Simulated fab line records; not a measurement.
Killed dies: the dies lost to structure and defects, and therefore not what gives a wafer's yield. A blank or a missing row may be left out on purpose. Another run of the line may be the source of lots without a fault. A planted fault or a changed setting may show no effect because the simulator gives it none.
Which of the tools did it? + flow sky130 + 12 lots with 36 wafers sampled at 6 steps, on a route of 708 steps

WHAT THE GAUGES SHOWED, per wafer
SKY_FIELD_ISO_THK_MEAS_23. Usual: FIELD_ISO_OXIDATION_01_THK typically reads 9.85 nm, with standard deviation 0.25.
| lot  | measured    | on            | FIELD_ISO_OXIDATION_01_THK (nm) | flag |
|------|-------------|---------------|---------------------------------|------|
| L596 | day 2 06:10 | film_metro-03 | 9.81 9.74 9.95                  |      |
| L601 | day 3 11:45 | film_metro-04 | 9.57 9.67 9.54                  |      |
| L606 | day 4 11:32 | film_metro-03 | 9.45 9.61 9.45                  |      |
| L607 | day 4 15:54 | film_metro-04 | 9.43 9.63 9.56                  |      |
| L608 | day 4 20:24 | film_metro-03 | 9.80 9.75 9.65                  |      |
| L609 | day 5 02:54 | film_metro-04 | 9.99 10.04 9.96                 |      |
| L610 | day 5 08:17 | film_metro-04 | 10.15 10.08 10.11               |      |
| L612 | day 5 18:30 | film_metro-03 | 10.35 10.31 10.54               |      |
| L613 | day 6 06:38 | film_metro-03 | 9.76 9.83 9.83                  |      |
| L615 | day 6 09:42 | film_metro-01 | 9.89 9.83 9.90                  |      |
| L618 | day 7 04:35 | film_metro-03 | 9.66 9.48 9.56                  |      |
| L619 | day 7 07:28 | film_metro-01 | 10.18 9.98 10.21                |      |

SKY_PWDE_OVL_MEAS_07. Usual: PWDE_OVL typically reads 0.9 nm, with standard deviation 1.6.
| lot  | measured    | on         | PWDE_OVL (nm)  | flag |
|------|-------------|------------|----------------|------|
| L596 | day 3 19:59 | overlay-02 | 1.1 -0.1 0.8   |      |
| L601 | day 5 03:14 | overlay-02 | -0.3 -1.1 1.6  |      |
| L606 | day 6 03:54 | overlay-02 | - - -          | OFF  |
| L607 | day 6 10:05 | overlay-02 | - - -          | OFF  |
| L608 | day 6 13:28 | overlay-01 | 2.9 2.4 3.4    |      |
| L609 | day 6 19:09 | overlay-01 | 0.5 0.3 0.9    |      |
| L610 | day 7 00:57 | overlay-02 | 2.1 -0.9 0.8   |      |
| L612 | day 7 17:32 | overlay-02 | 1.3 -1.5 3.6   |      |
| L613 | day 8 05:15 | overlay-01 | -0.1 -0.6 -1.4 |      |
| L615 | day 8 08:47 | overlay-02 | 0.8 1.0 1.4    |      |
| L618 | day 9 03:12 | overlay-02 | 1.7 2.2 1.8    |      |
| L619 | day 9 08:52 | overlay-01 | 0.9 0.7 1.5    |      |

SKY_NWELL_OVL_MEAS_10. Usual: NWELL_00_OVL typically reads 0.6 nm, with standard deviation 1.3.
| lot  | measured     | on         | NWELL_00_OVL (nm) | flag |
|------|--------------|------------|-------------------|------|
| L596 | day 4 12:47  | overlay-02 | 1.3 -0.2 1.9      |      |
| L601 | day 5 21:35  | overlay-02 | -0.3 0.3 -0.1     |      |
| L606 | day 6 22:48  | overlay-02 | 0.0 1.5 0.7       |      |
| L607 | day 7 04:59  | overlay-02 | -0.1 0.5 -0.9     |      |
| L608 | day 7 08:49  | overlay-01 | -1.2 -0.6 -1.0    |      |
| L609 | day 7 15:30  | overlay-02 | 1.6 -1.1 -1.3     |      |
| L610 | day 7 20:40  | overlay-01 | -1.1 1.4 2.9      |      |
| L612 | day 8 14:27  | overlay-02 | -1.0 -1.1 -0.5    |      |
| L613 | day 9 02:39  | overlay-02 | 0.9 -1.4 -0.2     |      |
| L615 | day 9 06:12  | overlay-01 | 2.2 0.8 0.8       |      |
| L618 | day 10 00:18 | overlay-02 | 2.9 0.9 0.3       |      |
| L619 | day 10 06:46 | overlay-02 | 0.7 -0.7 -0.7     |      |

SKY_NWELL_TW_MEAS_26. Usual: NWELL_2_TW typically reads 495, with standard deviation 4.3.
| lot  | measured     | on            | NWELL_2_TW  | flag |
|------|--------------|---------------|-------------|------|
| L596 | day 5 06:23  | film_metro-02 | 496 495 493 |      |
| L601 | day 6 16:22  | film_metro-01 | 491 494 492 |      |
| L606 | day 7 19:25  | film_metro-01 | 545 545 544 | OFF  |
| L607 | day 8 01:52  | film_metro-02 | 547 547 547 | OFF  |
| L608 | day 8 06:12  | film_metro-04 | 497 497 500 |      |
| L609 | day 8 12:28  | film_metro-02 | 491 492 492 |      |
| L610 | day 8 18:07  | film_metro-01 | 489 492 490 |      |
| L612 | day 9 11:50  | film_metro-01 | 489 490 489 |      |
| L613 | day 10 00:46 | film_metro-01 | 488 489 488 |      |
| L615 | day 10 03:53 | film_metro-02 | 498 494 496 |      |
| L618 | day 10 23:16 | film_metro-02 | 497 497 499 |      |
| L619 | day 11 05:30 | film_metro-02 | 497 498 497 |      |

WHICH TOOL RAN EACH LOT (tool, then ch and the chambers of the sampled wafers, then the start)
| lot  | SKY_PWDE_COAT_02                 | SKY_NWELL_STRIP_25                   |
|------|----------------------------------|--------------------------------------|
| L596 | litho_track-04 ch 0, day 3 11:51 | plasma_asher-03 ch 0,1, day 5 06:17  |
| L601 | litho_track-01 ch 0, day 4 18:23 | plasma_asher-01 ch 0, day 6 16:16    |
| L606 | litho_track-04, day 5 18:21      | plasma_asher-03 ch 0,1, day 7 19:19  |
| L607 | litho_track-04, day 6 00:42      | plasma_asher-02 ch 0,1, day 8 01:46  |
| L608 | litho_track-01 ch 0, day 6 03:41 | plasma_asher-01 ch 0,1, day 8 06:07  |
| L609 | litho_track-02 ch 0, day 6 10:18 | plasma_asher-02 ch 0,1, day 8 12:22  |
| L610 | litho_track-04 ch 0, day 6 15:36 | plasma_asher-01 ch 0,1, day 8 18:01  |
| L612 | litho_track-04 ch 0, day 7 08:06 | plasma_asher-02 ch 0,1, day 9 11:44  |
| L613 | litho_track-04 ch 0, day 7 18:12 | plasma_asher-03 ch 0,1, day 10 00:40 |
| L615 | litho_track-04 ch 0, day 7 21:55 | plasma_asher-02 ch 0,1, day 10 03:46 |
| L618 | litho_track-04 ch 0, day 8 15:54 | plasma_asher-01 ch 0,1, day 10 23:10 |
| L619 | litho_track-04 ch 0, day 8 22:30 | plasma_asher-02 ch 0,1, day 11 05:25 |
- SKY_PWDE_COAT_02: resist thk 3000 nm.
- SKY_NWELL_STRIP_25: strips in O2/N2.

AS READ BY THE TOOLS THEMSELVES (means over the sampled wafers that have a number; for cases with no such wafer, the mark the record gives instead)
SKY_PWDE_COAT_02. Usual: chill_plate_temp_C 23.00 C, standard deviation 0.1; dispense_pressure_kPa 50.8 kPa, standard deviation 1.3; resist_line_temp_C 22.97 C, standard deviation 0.1.
| lot  | tool           | chill_plate_temp_C (C) | dispense_pressure_kPa (kPa) | resist_line_temp_C (C) | flag |
|------|----------------|------------------------|-----------------------------|------------------------|------|
| L596 | litho_track-04 | 23.04                  | 52.4                        | 23.03                  |      |
| L601 | litho_track-01 | 22.92                  | 49.3                        | 23.03                  |      |
| L606 | litho_track-04 | -                      | -                           | -                      | OFF  |
| L607 | litho_track-04 | -                      | -                           | -                      | OFF  |
| L608 | litho_track-01 | 22.99                  | 49.3                        | 22.91                  |      |
| L609 | litho_track-02 | 22.97                  | 50.7                        | 22.83                  |      |
| L610 | litho_track-04 | 22.92                  | 52.3                        | 22.88                  |      |
| L612 | litho_track-04 | 23.11                  | 52.3                        | 23.01                  |      |
| L613 | litho_track-04 | 23.06                  | 52.3                        | 22.95                  |      |
| L615 | litho_track-04 | 22.85                  | 52.2                        | 22.94                  |      |
| L618 | litho_track-04 | 23.14                  | 52.2                        | 22.97                  |      |
| L619 | litho_track-04 | 23.09                  | 52.3                        | 23.00                  |      |

SKY_NWELL_STRIP_25. Usual: drypump_motor_current_A 6.0 A, standard deviation 0.41; oes_product_au 0.722 a.u., standard deviation 0.0048; strip_time_to_endpoint_s 36.85 s, standard deviation 0.11.
| lot  | tool            | drypump_motor_current_A (A) | oes_product_au (a.u.) | strip_time_to_endpoint_s (s) | flag |
|------|-----------------|-----------------------------|-----------------------|------------------------------|------|
| L596 | plasma_asher-03 | 6.3                         | 0.720                 | 36.82                        |      |
| L601 | plasma_asher-01 | 5.1                         | 0.722                 | 36.91                        |      |
| L606 | plasma_asher-03 | 6.2                         | 0.723                 | 36.94                        |      |
| L607 | plasma_asher-02 | 6.0                         | 0.720                 | 36.81                        |      |
| L608 | plasma_asher-01 | 5.8                         | 0.725                 | 36.80                        |      |
| L609 | plasma_asher-02 | 6.1                         | 0.720                 | 36.96                        |      |
| L610 | plasma_asher-01 | 5.4                         | 0.721                 | 36.87                        |      |
| L612 | plasma_asher-02 | 6.1                         | 0.722                 | 36.76                        |      |
| L613 | plasma_asher-03 | 6.4                         | 0.721                 | 36.81                        |      |
| L615 | plasma_asher-02 | 6.0                         | 0.729                 | 36.78                        |      |
| L618 | plasma_asher-01 | 5.7                         | 0.717                 | 36.71                        |      |
| L619 | plasma_asher-02 | 6.1                         | 0.726                 | 36.89                        |      |

THE ANSWER, worked out from the rows above alone
Rule: a lot is off if the mean of its wafers that have a number lies more than 3 standard deviations from the usual mean. Also off: a lot with no number at a reading for which 4 or more lots have one. All remaining lots with rows at the step are treated as sound. Order of review: gauges by route order, followed by the tools' own readings, for which a lot's mean as printed above is used. At the first step where some lot is off, the reading lying furthest off is the one used; lots without a number count as furthest.
Off: at SKY_PWDE_OVL_MEAS_07 (PWDE_OVL), L606, L607. Without a number there: L606, L607.
A tool fits if, at a process step before that reading, it ran every lot that is off, and no sound lot after the first of them. The gauges at SKY_PWDE_OVL_MEAS_07 aren't tried: what is off there is off at SKY_NWELL_TW_MEAS_26 too, on other tools, and a gauge's error can't cause that. Not one of the candidates tried fits.

WHAT THE SIMULATOR PUT IN
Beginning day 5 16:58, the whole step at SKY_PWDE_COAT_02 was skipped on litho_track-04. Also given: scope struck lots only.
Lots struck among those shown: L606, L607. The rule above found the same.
